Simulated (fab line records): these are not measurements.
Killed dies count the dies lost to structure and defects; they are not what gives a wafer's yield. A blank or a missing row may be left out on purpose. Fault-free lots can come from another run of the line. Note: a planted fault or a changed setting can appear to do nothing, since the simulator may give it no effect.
fab line records	flow gf180mcu
[record] lots = 7	wafers = 21	last-day = 34
route steps=602 shown PSD@249 NSD@262
lots that met no fault: from a run of the same line without faults
start-h: hours from the record's first day to the start of the lot's first wafer shown	wait-h: time in hours since the lot's previous step	" identical to the entry in the row above	L1.1+2: a single row standing in for several wafers	- value missing, or start not given	* or withheld: withheld	< > ~ a bound
route shown NAME@n: a module of which the file shows steps, and the number in the route of the first	usual: mean and standard deviation over wafers with no fault	same: alike in all rows	chamber/n: place in a boat	sites: readings site by site	_std_site: the values' standard deviation	_edge_site: inner sites' mean taken away from outer sites' mean	radius-mm: for every site, how far away it sits from the centre of the wafer	mask NAME#n: copy n	behind: the last tool/chamber to shape the wafer	hold: cause of the lot's hold/its duration in hours/its outcome	device: transistor that didn't switch, given as n, p or np	end of line: tests of these same wafers at the route's end	a step with no rows: only its recipe	killed: at the first sort, the dies lost to defects and structure; wafer yield is something else	map: the dies of a wafer, with x for killed, . for not killed, _ for no die there
set.NAME: the run value of the setting; set.NAME@STEP: its run value at that earlier step	model.NAME: the simulator's own value behind a step, which no gauge read
lots seen at some steps along the route; tables by step, rows by wafer
services: the hour from which a tool's chamber was out of use, counted from the record's first day as start-h (under 0 if before that day), plus the number of hours and why
[[steps]]
[step GF_PSD_HMDS_01]
[recipe] prime-time-s = 60	prime-temp-c = 120
[step GF_PSD_COAT_02]
[recipe] resist = NOVOLAK	spin-rpm = 3000	resist-thk-nm = 1000
[step GF_PSD_SOFTBAKE_03]
[recipe] temp-c = 90	time-s = 60	resist = NOVOLAK
[step GF_PSD_EXPOSE_04]
[recipe] mask-id = Pplus	target-cd-nm = 400	na = 0.6	source-shape = conventional	sigma-outer = 0.6	dose-mj = 140
[step GF_PSD_PEB_05]
[recipe] temp-c = withheld	time-s = *	resist = NOVOLAK
[step GF_PSD_DEVELOP_06]
[recipe] develop-time-s = 60	dev-temp-c = 23
[step GF_PSD_CD_MEAS_07]
[recipe] target-cd-nm = 400
[usual] cd-nm = 400.3/2.7
lot.wafer	tool	chamber	start-h	wait-h	cd-nm
L882.3	cd-sem-01	-	341.97	0.1	398.5
L882.4	"	-	"	"	400.4
L882.5	"	-	"	"	399.7
L883.1	cd-sem-01	-	352.71	0.2	395.9
L883.2	"	-	"	"	396.6
L883.3	"	-	"	"	394.7
L886.1	cd-sem-01	-	381.25	0.1	400.1
L886.2	"	-	"	"	398.6
L886.4	"	-	"	"	398.2
L896.1	cd-sem-01	-	458.80	0.1	398.2
L896.4	"	-	"	"	401.7
L896.5	"	-	"	"	400.1
L897.1	cd-sem-02	-	470.43	0.1	402.4
L897.5	"	-	"	"	399.8
L897.6	"	-	"	"	401.1
L898.1	cd-sem-02	-	477.00	0.1	396.8
L898.4	"	-	"	"	397.1
L898.6	"	-	"	"	396.8
L902.1	cd-sem-02	-	511.18	0.1	406.9
L902.2	"	-	"	"	404.5
L902.6	"	-	"	"	405.3
[step GF_PSD_OVL_MEAS_08]
[usual] PSD_OVL = -0.2/1.2
lot.wafer	tool	chamber	start-h	wait-h	PSD_OVL[nm]
L882.3	overlay-01	-	342.06	0.1	-0.4
L882.4	"	-	"	"	-2.1
L882.5	"	-	"	"	-1.2
L883.1	overlay-01	-	352.83	0.1	0.3
L883.2	"	-	"	"	-0.3
L883.3	"	-	"	"	-0.1
L886.1	overlay-02	-	381.37	0.1	0.5
L886.2	"	-	"	"	-1.3
L886.4	"	-	"	"	-0.8
L896.1	overlay-02	-	458.92	0.1	-0.6
L896.4	"	-	"	"	-1.4
L896.5	"	-	"	"	-0.6
L897.1	overlay-01	-	470.55	0.1	1.9
L897.5	"	-	"	"	-0.4
L897.6	"	-	"	"	1.5
L898.1	overlay-02	-	477.12	0.1	0.2
L898.4	"	-	"	"	-0.2
L898.6	"	-	"	"	-0.8
L902.1	overlay-01	-	511.30	0.1	0.8
L902.2	"	-	"	"	2.4
L902.6	"	-	"	"	1.7
[step GF_PSD_IMPLANT_09]
[recipe] species = BF2	energy-kev = 40	dose-cm2 = 1.5e+15	tilt-deg = 7
[step GF_PSD_STRIP_10]
[recipe] chemistry = O2/N2	power-w = 1400	pressure-mtorr = 1500	platen-temp-c = 250	o2-flow-sccm = 3000	n2-flow-sccm = 300	overash-fraction = 0.5
[usual] drypump-motor-current-A = 5.8/0.43	heater-power-w = 381/35	oes-product-au = 0.592/0.0048	strip-time-to-endpoint-s = 16.50/0.044
lot.wafer	tool	chamber	start-h	wait-h	drypump-motor-current-A	heater-power-w	oes-product-au	rf-hours-counter-h	strip-time-to-endpoint-s
L882.3	plasma-asher-02	1	342.27	0.1	5.6	328	0.582	-	16.47
L882.4	"	0	"	"	6.8	337	0.596	-	16.48
L882.5	"	1	"	"	5.6	340	0.593	-	16.45
L883.1	plasma-asher-04	1	353.02	0.1	5.6	415	0.593	54	16.46
L883.2	"	0	"	"	5.7	388	0.595	54	16.47
L883.3	"	1	"	"	5.6	419	0.589	-	16.50
L886.1	plasma-asher-04	0	381.56	0.1	5.6	399	0.588	57	16.42
L886.2	"	1	"	"	5.6	421	0.594	57	16.46
L886.4	"	1	"	"	5.6	421	0.584	-	16.46
L896.1	plasma-asher-04	0	459.11	0.1	5.7	397	0.593	66	16.53
L896.4	"	1	"	"	5.6	419	0.588	-	16.48
L896.5	"	0	"	"	5.7	395	0.599	-	16.49
L897.1	plasma-asher-01	0	470.74	0.1	5.3	317	0.593	81	16.47
L897.5	"	1	"	"	5.8	385	0.596	-	16.55
L897.6	"	0	"	"	5.3	311	0.596	-	16.53
L898.1	plasma-asher-04	1	477.31	0.1	5.6	423	0.596	67	16.53
L898.4	"	0	"	"	5.7	401	0.594	-	16.53
L898.6	"	1	"	"	5.6	423	0.593	-	16.49
L902.1	plasma-asher-04	1	511.48	0.1	5.5	419	0.593	71	16.38
L902.2	"	0	"	"	5.6	407	0.594	71	16.44
L902.6	"	1	"	"	5.6	418	0.594	-	16.44
[step GF_PSD_TW_MEAS_11]
[usual] PSD_TW = 3164/17
lot.wafer	tool	chamber	start-h	wait-h	PSD_TW
L882.3	film-metro-02	-	342.36	0.1	3156
L882.4	"	-	"	"	3136
L882.5	"	-	"	"	3160
L883.1	film-metro-01	-	353.12	0.1	3176
L883.2	"	-	"	"	3172
L883.3	"	-	"	"	3191
L886.1	film-metro-03	-	381.66	0.1	3182
L886.2	"	-	"	"	3164
L886.4	"	-	"	"	3187
L896.1	film-metro-01	-	459.21	0.1	3158
L896.4	"	-	"	"	3158
L896.5	"	-	"	"	3169
L897.1	film-metro-03	-	470.84	0.1	3159
L897.5	"	-	"	"	3153
L897.6	"	-	"	"	3165
L898.1	film-metro-03	-	477.41	0.1	3171
L898.4	"	-	"	"	3150
L898.6	"	-	"	"	3165
L902.1	film-metro-02	-	511.58	0.1	3147
L902.2	"	-	"	"	3154
L902.6	"	-	"	"	3150
[step GF_PSD_CLEAN_12]
[recipe] chemistry = SC1/SC2	mix = 1:4:20	temp-c = 70	time-s = 150	dry = n2-spin
[step GF_PSD_RTA_13]
[recipe] temp-c = 1025	time-s = 20	ambient = N2
[usual] anneal-temp-c-max = 1032.4/1.3	chamber-o2-ppm = 2.003/0.023	lamp-power-pct = 29.9/2.1	wafer_temp_C_max = 1031.7/1.7
lot.wafer	tool	chamber	start-h	wait-h	anneal-temp-c-max	chamber-o2-ppm	lamp-power-pct	wafer_temp_C_max
L882.3	rtp-anneal-02	0	342.48	0.0	1033.1	2.017	27.8	1032.7
L882.4	"	0	"	"	1031.7	1.982	27.8	1031.1
L882.5	"	0	"	"	1032.1	2.017	27.8	1032.1
L883.1	rtp-anneal-02	0	353.23	0.0	1032.9	2.000	27.8	1032.9
L883.2	"	0	"	"	1031.1	2.024	27.8	1033.3
L883.3	"	0	"	"	1032.1	1.992	27.7	1033.5
L886.1	rtp-anneal-01	0	381.77	0.0	1033.0	2.010	32.0	1030.3
L886.2	"	0	"	"	1033.7	2.021	32.0	1030.1
L886.4	"	0	"	"	1030.9	1.988	32.0	1031.0
L896.1	rtp-anneal-01	-	459.32	0.0	-	-	-	-
L896.4	"	-	"	"	-	-	-	-
L896.5	"	-	"	"	-	-	-	-
L897.1	rtp-anneal-01	-	470.95	0.0	-	-	-	-
L897.5	"	-	"	"	-	-	-	-
L897.6	"	-	"	"	-	-	-	-
L898.1	rtp-anneal-02	-	477.52	0.0	-	-	-	-
L898.4	"	-	"	"	-	-	-	-
L898.6	"	-	"	"	-	-	-	-
L902.1	rtp-anneal-01	0	511.70	0.0	1031.3	1.976	31.9	1031.3
L902.2	"	0	"	"	1033.7	1.959	32.0	1032.6
L902.6	"	0	"	"	1033.6	1.996	31.9	1028.8
[step GF_PSD_RS_MEAS_14]
[recipe] thk-meas-gauge = four-point-probe
[usual] NSD_RS = 46.15/0.081
lot.wafer	tool	chamber	start-h	wait-h	NSD_RS[ohm/sq]
L882.3	film-metro-03	-	342.58	0.1	46.11
L882.4	"	-	"	"	46.22
L882.5	"	-	"	"	46.13
L883.1	film-metro-03	-	353.32	0.1	46.05
L883.2	"	-	"	"	46.15
L883.3	"	-	"	"	46.25
L886.1	film-metro-02	-	381.85	0.1	46.01
L886.2	"	-	"	"	46.14
L886.4	"	-	"	"	46.08
L896.1	film-metro-03	-	459.40	0.1	-
L896.4	"	-	"	"	-
L896.5	"	-	"	"	-
L897.1	film-metro-03	-	471.03	0.1	-
L897.5	"	-	"	"	-
L897.6	"	-	"	"	-
L898.1	film-metro-01	-	477.60	0.1	-
L898.4	"	-	"	"	-
L898.6	"	-	"	"	-
L902.1	film-metro-02	-	511.78	0.1	46.35
L902.2	"	-	"	"	46.39
L902.6	"	-	"	"	46.15
[step GF_PSD_RS_MEAS_15]
[recipe] thk-meas-gauge = four-point-probe
[usual] PSD_RS = 108.70/0.26
lot.wafer	tool	chamber	start-h	wait-h	PSD_RS[ohm/sq]
L882.3	film-metro-03	-	342.70	0.1	108.36
L882.4	"	-	"	"	108.50
L882.5	"	-	"	"	108.47
L883.1	film-metro-03	-	353.44	0.1	108.32
L883.2	"	-	"	"	108.82
L883.3	"	-	"	"	108.97
L886.1	film-metro-02	-	381.97	0.1	108.76
L886.2	"	-	"	"	108.76
L886.4	"	-	"	"	108.55
L896.1	film-metro-03	-	459.52	0.1	-
L896.4	"	-	"	"	-
L896.5	"	-	"	"	-
L897.1	film-metro-03	-	471.15	0.1	-
L897.5	"	-	"	"	-
L897.6	"	-	"	"	-
L898.1	film-metro-01	-	477.72	0.1	-
L898.4	"	-	"	"	-
L898.6	"	-	"	"	-
L902.1	film-metro-02	-	511.90	0.1	109.30
L902.2	"	-	"	"	109.24
L902.6	"	-	"	"	108.74
[[services]]
tool	chamber	start-h	hours	kind
plasma-asher-04	-	342.24	1.0	repair
plasma-asher-04	-	365.88	2.8	pm
plasma-asher-02	-	444.09	0.9	repair
[[key]]
[first-sign] step = GF_PSD_RTA_13	reading = tool-record	direction = missing
[effect] step = GF_PSD_RS_MEAS_14	reading = NSD_RS	direction = missing
[effect] step = GF_PSD_RS_MEAS_15	reading = PSD_RS	direction = missing
met-at GF_PSD_RTA_13
struck-wafers L896.1,L896.4,L896.5,L897.1,L897.5,L897.6,L898.1,L898.4,L898.6
later-rows-left-out L896.1,L896.4,L896.5,L897.1,L897.5,L897.6,L898.1,L898.4,L898.6
sort-left-out L896.1,L896.4,L896.5,L897.1,L897.5,L897.6,L898.1,L898.4,L898.6
tester-left-out L896,L897,L898
onset-between 381.77 459.32
[fault] kind = skipped-step-whole	tool = rtp-anneal-01,rtp-anneal-02	chamber = -	onset-h = 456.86	steps = GF_PSD_RTA_13	scope = struck-lots-only
// tester-left-out: of these lots the tester's yield and bins aren't shown, on N5 and GAA mostly nor the transistor test; their killed dies are dies lost to structure and defects alone, not to doping, threshold or leakage, so they don't give the yield
// sort-left-out: the simulated sort isn't trusted on such a fault, so these wafers' sort isn't shown, and their yield isn't known
// later-rows-left-out: the simulator's readings of these wafers behind a module that went badly wrong aren't trusted and aren't shown, but for the sort
